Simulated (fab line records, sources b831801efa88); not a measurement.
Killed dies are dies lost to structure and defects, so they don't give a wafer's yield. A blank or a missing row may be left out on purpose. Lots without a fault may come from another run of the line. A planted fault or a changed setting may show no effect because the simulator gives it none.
fab line records | flow gf180mcu
record lots=13 wafers=39 last_day=34
route steps=602 shown SALICIDE@286 CONTACT@299 M1@317
lots that met no fault: from a run of the same line without faults
start_h: hours from the record's first day to the start of the lot's first wafer shown | wait_h: hours since the lot's step before | " the same as in the row above | L1.1+2: a row that stands for several wafers | - no value, or no start given | * or withheld: withheld | < > ~ a bound
route shown NAME@n: a module of which the file shows steps, and the number in the route of the first | usual: mean/standard deviation of fault-free wafers | same: alike in all rows | chamber/n: place in a boat | sites: the reading at each site | _std_site: their standard deviation | _edge_site: outer sites' mean less inner sites' | radius_mm: how far each site lies from the wafer's centre | mask NAME#n: copy n | behind: the tool/chamber that last shaped the wafer | hold: why the lot was held/for how many hours/how that ended | device: the transistor (n, p or np) that didn't switch | end of line: the same wafers' tests at the end of the route | a step without rows: its recipe alone | killed: dies lost to structure and defects at the first sort, not the wafer's yield | map: a wafer's dies, x killed, . not, _ none there
set.NAME: the setting as run; set.NAME@STEP: as run at that earlier step | model.NAME: the simulator's own value behind a step, which no gauge read
steps of the route over a sample of lots; a table a step, a row a wafer
services: from which hour (start_h, from the record's first day; less than 0 if before it) a tool's chamber was out of use, for how many hours, and why
## steps
# step GF_SALICIDE_RTA_08
# recipe temp_c=800 time_s=30 ambient=N2
# usual anneal_temp_c_max=804.3/0.93 chamber_o2_ppm=1.998/0.021 lamp_power_pct=19.32/0.2 wafer_temp_C_max=803.4/0.92
# columns lot.wafer tool chamber start_h wait_h anneal_temp_c_max chamber_o2_ppm lamp_power_pct wafer_temp_C_max
L193.2 rtp_anneal-02 0 336.22 0.0 803.5 1.974 19.15 803.5
L193.5 " 0 " " 804.8 1.994 19.13 802.8
L193.6 " 0 " " 803.8 2.015 19.15 804.3
L194.3 rtp_anneal-01 0 345.63 0.0 803.4 1.998 19.52 802.3
L194.4 " 0 " " 803.7 2.009 19.57 803.8
L194.5 " 0 " " 804.6 1.986 19.54 803.1
L195.1 rtp_anneal-02 0 356.99 0.0 805.1 1.958 19.14 806.0
L195.3 " 0 " " 805.8 1.932 19.15 805.4
L195.6 " 0 " " 806.2 1.966 19.14 805.1
L196.1 rtp_anneal-01 0 360.58 0.0 804.0 2.011 19.55 803.1
L196.5 " 0 " " 804.4 1.994 19.53 803.1
L196.6 " 0 " " 804.0 2.004 19.55 803.9
L197.1 rtp_anneal-02 0 372.00 0.0 803.7 1.989 19.14 803.6
L197.3 " 0 " " 805.8 1.955 19.13 803.4
L197.4 " 0 " " 804.6 2.005 19.14 804.4
L198.1 rtp_anneal-01 0 382.57 0.0 803.0 1.995 19.53 802.7
L198.3 " 0 " " 803.1 1.998 19.53 802.0
L198.5 " 0 " " 803.2 1.995 19.56 801.8
L201.1 rtp_anneal-01 0 408.55 0.0 804.1 2.031 19.52 802.5
L201.3 " 0 " " 803.7 2.039 19.54 802.6
L201.4 " 0 " " 803.1 2.014 19.57 802.0
L202.1 rtp_anneal-01 0 418.59 0.0 803.1 1.996 19.54 802.3
L202.4 " 0 " " 804.1 1.990 19.56 802.9
L202.6 " 0 " " 803.4 1.994 19.52 803.0
L204.2 rtp_anneal-02 0 433.21 0.0 802.9 1.987 19.14 804.5
L204.3 " 0 " " 804.5 1.989 19.14 804.6
L204.4 " 0 " " 805.5 1.986 19.13 804.3
L208.1 rtp_anneal-01 0 476.17 0.0 804.2 1.986 19.55 801.9
L208.5 " 0 " " 803.6 2.031 19.56 802.7
L208.6 " 0 " " 803.1 1.989 19.54 802.2
L209.1 rtp_anneal-02 0 479.15 0.0 803.9 2.013 19.13 804.5
L209.4 " 0 " " 804.2 2.001 19.13 803.8
L209.6 " 0 " " 805.6 1.996 19.15 803.1
L212.2 rtp_anneal-02 0 515.75 0.0 804.5 1.952 19.10 803.3
L212.5 " 0 " " 804.0 2.019 19.15 803.6
L212.6 " 0 " " 803.6 1.983 19.14 803.7
L216.2 rtp_anneal-01 0 538.11 0.0 804.2 1.996 19.55 801.7
L216.3 " 0 " " 803.9 1.993 19.54 801.9
L216.6 " 0 " " 802.7 1.994 19.56 803.4
# step GF_CONTACT_PEB_12
# recipe peb_temp_c=135 peb_time_s=90 resist=KrF
# usual heater_power_total_W=85.69/0.085
# columns lot.wafer tool chamber start_h wait_h heater_power_total_W
L193.2 litho_track-04 0 357.55 - 85.73
L193.5 " 0 " " 85.86
L193.6 " 0 " " 85.79
L194.3 litho_track-04 0 367.33 - 85.68
L194.4 " 0 " " 85.56
L194.5 " 0 " " 85.61
L195.1 litho_track-03 0 379.24 - 85.75
L195.3 " 0 " " 85.69
L195.6 " 0 " " 85.62
L196.1 litho_track-03 0 382.64 - 85.72
L196.5 " 0 " " 85.62
L196.6 " 0 " " 85.54
L197.1 litho_track-01 0 394.67 - 85.61
L197.3 " 0 " " 85.64
L197.4 " 0 " " 85.68
L198.1 litho_track-04 0 405.71 - 85.61
L198.3 " 0 " " 85.68
L198.5 " 0 " " 85.70
L201.1 litho_track-03 0 433.14 - 85.67
L201.3 " 0 " " 85.85
L201.4 " 0 " " 85.62
L202.1 litho_track-03 0 443.14 - 85.81
L202.4 " 0 " " 85.74
L202.6 " 0 " " 85.60
L204.2 litho_track-01 0 458.85 - 85.50
L204.3 " 0 " " 85.58
L204.4 " 0 " " 85.71
L208.1 litho_track-03 0 499.99 - 90.54
L208.5 " 0 " " 85.72
L208.6 " 0 " " 85.77
L209.1 litho_track-03 0 503.09 - 90.54
L209.4 " 0 " " 90.31
L209.6 " 0 " " 85.68
L212.2 litho_track-04 0 538.74 - 85.78
L212.5 " 0 " " 85.51
L212.6 " 0 " " 85.68
L216.2 litho_track-03 0 561.07 - 85.70
L216.3 " 0 " " 85.75
L216.6 " 0 " " 85.66
# step GF_CONTACT_CD_MEAS_14
# recipe target_cd_nm=220
# usual cd_nm=219.9/1.4
# columns lot.wafer tool chamber start_h wait_h cd_nm
L193.2 cd_sem-02 - 357.88 0.1 219.6
L193.5 " - " " 219.7
L193.6 " - " " 219.4
L194.3 cd_sem-01 - 367.65 0.1 221.3
L194.4 " - " " 221.0
L194.5 " - " " 221.3
L195.1 cd_sem-02 - 379.59 0.1 221.7
L195.3 " - " " 221.1
L195.6 " - " " 221.8
L196.1 cd_sem-01 - 382.99 0.1 218.7
L196.5 " - " " 219.3
L196.6 " - " " 218.9
L197.1 cd_sem-02 - 395.02 0.1 219.7
L197.3 " - " " 220.1
L197.4 " - " " 220.1
L198.1 cd_sem-01 - 406.06 0.1 219.6
L198.3 " - " " 219.0
L198.5 " - " " 218.6
L201.1 cd_sem-01 - 433.49 0.1 221.8
L201.3 " - " " 220.3
L201.4 " - " " 221.2
L202.1 cd_sem-01 - 443.49 0.1 220.4
L202.4 " - " " 218.8
L202.6 " - " " 218.4
L204.2 cd_sem-02 - 459.19 0.1 219.3
L204.3 " - " " 218.8
L204.4 " - " " 217.9
L208.1 cd_sem-01 - 500.34 0.1 214.3
L208.5 " - " " 217.2
L208.6 " - " " 218.1
L209.1 cd_sem-01 - 503.44 0.1 214.9
L209.4 " - " " 216.0
L209.6 " - " " 220.3
L212.2 cd_sem-01 - 539.08 0.1 218.1
L212.5 " - " " 219.1
L212.6 " - " " 218.5
L216.2 cd_sem-01 - 561.41 0.1 218.7
L216.3 " - " " 218.3
L216.6 " - " " 218.6
# step GF_M1_SPUTTER_02
# recipe material=AlCu target_thk_nm=450 power_w=10600 time_s=23.9 chamber_pressure_pa=0.4
# usual throttle_valve_pct=29.9/1
# columns lot.wafer tool chamber start_h wait_h throttle_valve_pct
L193.2 pvd_sputter-03 - 359.37 0.0 29.4
L193.5 " - " " 29.5
L193.6 " - " " 30.6
L194.3 pvd_sputter-03 - 369.07 0.0 29.6
L194.4 " - " " 31.1
L194.5 " - " " 29.4
L195.1 pvd_sputter-03 - 381.06 0.0 31.3
L195.3 " - " " 28.7
L195.6 " - " " 30.6
L196.1 pvd_sputter-03 - 384.42 0.0 29.4
L196.5 " - " " 31.0
L196.6 " - " " 28.9
L197.1 pvd_sputter-02 - 396.45 0.0 29.8
L197.3 " - " " 31.4
L197.4 " - " " 28.6
L198.1 pvd_sputter-02 - 407.66 0.0 28.3
L198.3 " - " " 28.4
L198.5 " - " " 28.6
L201.1 pvd_sputter-02 - 434.94 0.0 28.5
L201.3 " - " " 31.5
L201.4 " - " " 28.3
L202.1 pvd_sputter-02 - 444.92 0.0 29.8
L202.4 " - " " 31.2
L202.6 " - " " 29.9
L204.2 pvd_sputter-02 - 460.59 0.0 31.3
L204.3 " - " " 30.0
L204.4 " - " " 28.4
L208.1 pvd_sputter-03 - 501.78 0.0 29.3
L208.5 " - " " 28.9
L208.6 " - " " 31.2
L209.1 pvd_sputter-01 - 504.88 0.0 28.6
L209.4 " - " " 31.4
L209.6 " - " " 30.0
L212.2 pvd_sputter-03 - 540.50 0.0 30.8
L212.5 " - " " 30.6
L212.6 " - " " 29.1
L216.2 pvd_sputter-02 - 562.84 0.0 29.9
L216.3 " - " " 28.3
L216.6 " - " " 28.6
# step GF_M1_SPUTTER_03
# recipe material=Ti target_thk_nm=10 substrate_temp_c=300 chamber_pressure_pa=0.3 power_w=3000 time_s=6.7
# usual throttle_valve_pct=29.9/1
# columns lot.wafer tool chamber start_h wait_h throttle_valve_pct
L193.2 pvd_sputter-03 - 359.40 0.0 29.5
L193.5 " - " " 29.5
L193.6 " - " " 30.3
L194.3 pvd_sputter-03 - 369.10 0.0 29.1
L194.4 " - " " 31.1
L194.5 " - " " 29.1
L195.1 pvd_sputter-03 - 381.09 0.0 31.3
L195.3 " - " " 28.8
L195.6 " - " " 30.5
L196.1 pvd_sputter-03 - 384.45 0.0 29.4
L196.5 " - " " 31.5
L196.6 " - " " 29.0
L197.1 pvd_sputter-02 - 396.48 0.0 30.0
L197.3 " - " " 31.2
L197.4 " - " " 28.6
L198.1 pvd_sputter-02 - 407.69 0.0 28.7
L198.3 " - " " 28.4
L198.5 " - " " 28.6
L201.1 pvd_sputter-02 - 434.97 0.0 28.7
L201.3 " - " " 31.3
L201.4 " - " " 28.6
L202.1 pvd_sputter-02 - 444.95 0.0 29.8
L202.4 " - " " 31.1
L202.6 " - " " 30.1
L204.2 pvd_sputter-02 - 460.62 0.0 31.2
L204.3 " - " " 30.1
L204.4 " - " " 28.5
L208.1 pvd_sputter-03 - 501.81 0.0 29.3
L208.5 " - " " 29.1
L208.6 " - " " 31.2
L209.1 pvd_sputter-01 - 504.91 0.0 28.7
L209.4 " - " " 31.4
L209.6 " - " " 29.9
L212.2 pvd_sputter-03 - 540.54 0.0 30.5
L212.5 " - " " 30.5
L212.6 " - " " 29.5
L216.2 pvd_sputter-02 - 562.87 0.0 29.8
L216.3 " - " " 28.7
L216.6 " - " " 28.5
## services
# columns tool chamber start_h hours kind
pvd_sputter-01 - 333.04 0.6 repair
pvd_sputter-01 - 379.76 8.3 repair
pvd_sputter-01 - 382.13 4.6 repair
pvd_sputter-01 0 423.19 - consumable_replace:kit
pvd_sputter-01 0 423.19 18.0 scheduled_down
pvd_sputter-01 0 423.19 18.0 vent_cycle
pvd_sputter-01 - 426.78 1.5 repair
pvd_sputter-01 - 473.34 8.7 repair
pvd_sputter-03 - 483.00 1.1 repair
pvd_sputter-03 2 507.25 - consumable_replace:kit
pvd_sputter-03 2 507.25 18.0 scheduled_down
pvd_sputter-03 2 507.25 18.0 vent_cycle
pvd_sputter-03 - 516.40 0.7 repair
pvd_sputter-02 - 522.85 1.7 repair
litho_track-03 - 528.48 - consumable_replace:filter
pvd_sputter-03 - 532.08 1.2 repair
## key
first_sign step=GF_CONTACT_PEB_12 reading=heater_power_total_W direction=up sigmas=56 usual=85.69 struck=90.46
effect step=GF_CONTACT_CD_MEAS_14 reading=cd_nm direction=down sigmas=3.4 usual=219.9 struck=215.1
met_at GF_CONTACT_PEB_12
struck_lots L208,L209
struck_wafers L208.1,L209.1,L209.4
tester_left_out L208,L209
not_acting_at GF_SALICIDE_RTA_08,GF_M1_SPUTTER_02,GF_M1_SPUTTER_03
onset_between 443.14 499.99
fault kind=process_parameter_drift tool=litho_track-03 chamber=- onset_h=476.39 steps=GF_CONTACT_PEB_12 channel=peb_time_s offset=* shape=step end_h=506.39 scope=struck_wafers_only acts_in=* stated=*
# tester_left_out: of these lots the tester's yield and bins aren't shown, on N5 and GAA mostly nor the transistor test; their killed dies are dies lost to structure and defects alone, not to doping, threshold or leakage, so they don't give the yield
